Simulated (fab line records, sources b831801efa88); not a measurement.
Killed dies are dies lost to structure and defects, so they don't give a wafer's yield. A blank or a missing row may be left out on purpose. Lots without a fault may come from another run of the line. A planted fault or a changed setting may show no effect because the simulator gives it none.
Which tool did it? | flow sky130 | 12 lots, 36 wafers sampled, at 1 step of a route of 708

WHAT THE GAUGES READ, wafer by wafer
SKY_LDD_HVP_TW_MEAS_10.
lot  | measured     | on            | LDD_HVP_TW
L075 | day 22 03:54 | film_metro-02 | 459 454 453
L077 | day 22 15:39 | film_metro-01 | 457 457 456
L079 | day 23 10:58 | film_metro-01 | 458 458 459
L081 | day 24 04:03 | film_metro-02 | 457 453 454
L083 | day 25 02:19 | film_metro-02 | 455 453 454
L085 | day 25 18:19 | film_metro-03 | 465 464 465
L087 | day 26 15:52 | film_metro-01 | 455 456 456
L089 | day 27 06:12 | film_metro-01 | 456 456 454
L091 | day 27 14:31 | film_metro-01 | 455 455 456
L093 | day 27 23:10 | film_metro-02 | 449 454 452
L095 | day 28 20:45 | film_metro-03 | 460 460 462
L097 | day 29 13:10 | film_metro-03 | 460 461 462

WHICH TOOL RAN EACH LOT (tool, then ch and the chambers of the sampled wafers, then the start)
The record holds no process step before these readings.

THE ANSWER, worked out from the rows above alone
Rule: what is usual is taken from the lots themselves. Put in order of their means at a reading, lots are off if they are a third of the lots or fewer, leave a main group of 4 or more, and stand apart from it by a gap of 3 or more times the standard deviation of the main group's means; of several such gaps the widest counts. A main group whose means are all the same, to the digits that the tables above print for the reading, isn't used. A lot without any number at a reading at which 4 lots or more have one is off too. The other lots that the step has rows for count as sound.
No lot is off at any reading shown: from this, nothing can be told.

WHAT THE SIMULATOR HAD PUT IN
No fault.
